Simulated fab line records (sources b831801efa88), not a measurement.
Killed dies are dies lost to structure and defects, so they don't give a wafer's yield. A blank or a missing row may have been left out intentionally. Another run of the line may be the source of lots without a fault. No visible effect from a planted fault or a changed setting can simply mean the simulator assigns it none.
Matching of chambers | flow sky130 | SKY_VIA2_CMP_24 on cmp-02: 4 sister chambers
The step polishes, stops on SiO2, t overpolish 20 s, target thk 0 nm. 4 wafers are shown with their chamber, then 12 later ones without.

## WAFERS WITH THEIR CHAMBER
wafer  | chamber | motor-current-A (A)
L087.3 | 0       | 13.1
L087.6 | 1       | 10.4
L088.2 | 3       | 11.2
L088.5 | 2       | 12.6

## WAFERS WITHOUT THEIR CHAMBER
wafer  | motor-current-A (A)
L089.4 | 11.9
L089.5 | 10.5
L089.6 | 11.6
L093.2 | 11.3
L093.3 | 12.6
L093.4 | 11.5
L094.1 | 13.5
L094.4 | 10.1
L094.6 | 11.9
L096.3 | 11.4
L096.4 | 12.8
L096.5 | 10.6

## THE CHAMBER EACH PASSED THROUGH
wafer  | from the rows above          | in truth
L089.4 | can't be placed: 2 or 3 or 0 | 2
L089.5 | can't be placed: 1 or 3      | 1
L089.6 | can't be placed: 3 or 2      | 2
L093.2 | 3                            | 3
L093.3 | can't be placed: 2 or 0      | 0
L093.4 | 3                            | 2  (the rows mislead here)
L094.1 | can't be placed: 0 or 2      | 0
L094.4 | 1                            | 1
L094.6 | can't be placed: 2 or 3 or 0 | 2
L096.3 | 3                            | 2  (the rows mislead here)
L096.4 | can't be placed: 2 or 0      | 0
L096.5 | can't be placed: 1 or 3      | 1
Correctly placed: 2 of 12. From these rows, 8 cannot be placed; in 8 the true chamber is one of the candidates. Placed wrongly: 2.
How it was worked out, from the rows above alone: a wafer's distance from a chamber is the root of the sum, over the readings, of the square of ((its reading less the chamber's mean) divided by the reading's scatter). The wafer belongs to the nearest chamber; if the next one is less than 2 further off, it can't be placed. For every chamber, the mean is computed from those of its wafers that are shown. The scatter: with one shown wafer a chamber, the root of the mean of the squares of how far each hidden wafer lies from its nearest shown one.
